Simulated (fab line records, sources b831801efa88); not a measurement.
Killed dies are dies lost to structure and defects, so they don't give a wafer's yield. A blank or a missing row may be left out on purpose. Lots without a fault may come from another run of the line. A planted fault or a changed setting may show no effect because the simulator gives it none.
Chamber matching | flow sky130 | SKY_VIA1_CMP_02 on cmp-01: 4 sister chambers
The step polishes SiO2. 39 wafers are shown with their chamber, then 12 later ones without.

WAFERS WITH THEIR CHAMBER
wafer  | chamber | motor_current_A (A) | slurry_flow_ml_min
L077.2 | 1       | 11.1                | 149.4
L077.3 | 3       | 12.7                | 149.6
L077.6 | 3       | 12.7                | 149.8
L080.2 | 1       | 11.7                | 150.3
L080.4 | 0       | 14.3                | 149.3
L080.6 | 3       | 12.7                | 150.3
L083.1 | 3       | 12.7                | 149.4
L083.3 | 0       | 14.3                | 149.8
L083.5 | 0       | 13.5                | 149.6
L084.2 | 2       | 12.0                | 150.0
L084.4 | 1       | 11.4                | 149.7
L084.6 | 2       | 11.3                | 150.1
L085.1 | 3       | 12.7                | 149.9
L085.2 | 2       | 12.1                | 149.5
L085.6 | 0       | 14.5                | 149.7
L086.1 | 3       | 12.3                | 149.2
L086.4 | 2       | 11.7                | 149.4
L086.5 | 1       | 12.0                | 150.4
L087.3 | 1       | 11.7                | 150.1
L087.4 | 3       | 12.6                | 149.4
L087.5 | 3       | 12.3                | 149.4
L089.2 | 1       | 11.2                | 150.0
L089.4 | 3       | 12.5                | 150.7
L089.6 | 1       | 11.7                | 149.9
L090.1 | 0       | 14.4                | 151.4
L090.2 | 1       | 11.9                | 150.9
L090.4 | 3       | 12.8                | 150.6
L091.1 | 3       | 12.7                | 150.0
L091.3 | 1       | 11.2                | 149.6
L091.6 | 0       | 14.4                | 149.0
L092.1 | 2       | 11.5                | 149.6
L092.2 | 3       | 13.6                | 150.2
L092.5 | 0       | 14.5                | 150.0
L093.2 | 0       | 14.9                | 149.0
L093.5 | 2       | 11.9                | 150.1
L093.6 | 1       | 11.4                | 151.0
L094.1 | 2       | 11.9                | 149.9
L094.5 | 0       | 14.1                | 149.8
L094.6 | 3       | 13.5                | 150.5

SIGNATURES (means of the wafers above)
reading            | chamber 0 | chamber 1 | chamber 2 | chamber 3 | scatter within a chamber
motor_current_A    | 14.322    | 11.530    | 11.771    | 12.754    | 0.351
slurry_flow_ml_min | 149.733   | 150.130   | 149.800   | 149.923   | 0.542
Rule: a wafer's distance from a chamber is the root of the sum, over the readings, of the square of ((its reading less the chamber's mean) divided by the reading's scatter). The wafer belongs to the nearest chamber; if the next one is less than 2 further off, it can't be placed. The scatter: the root of (the sum of the squares of (reading less its chamber's mean) over the shown wafers, divided by (wafers less chambers)).

WAFERS WITHOUT THEIR CHAMBER
wafer  | motor_current_A (A) | slurry_flow_ml_min
L095.1 | 13.1                | 150.2
L095.2 | 14.4                | 150.8
L095.3 | 11.6                | 150.3
L095.4 | 11.3                | 150.2
L095.5 | 12.9                | 149.8
L095.6 | 12.3                | 150.9
L096.2 | 14.6                | 149.8
L096.4 | 11.8                | 150.7
L096.5 | 13.2                | 149.7
L097.1 | 11.3                | 150.3
L097.5 | 12.9                | 150.3
L097.6 | 11.6                | 149.8

WHICH CHAMBER EACH WENT THROUGH
wafer  | from the rows above          | in truth
L095.1 | 3                            | 3
L095.2 | 0                            | 0
L095.3 | can't be placed: 1 or 2      | 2
L095.4 | can't be placed: 1 or 2      | 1
L095.5 | 3                            | 3
L095.6 | can't be placed: 3 or 2 or 1 | 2
L096.2 | 0                            | 0
L096.4 | can't be placed: 1 or 2 or 3 | 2
L096.5 | can't be placed: 3 or 0      | 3
L097.1 | can't be placed: 1 or 2      | 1
L097.5 | 3                            | 3
L097.6 | can't be placed: 2 or 1      | 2
Placed correctly: 5 of 12. Can't be placed from these rows: 7 (the true chamber is among the candidates in 7). Placed wrongly: 0.
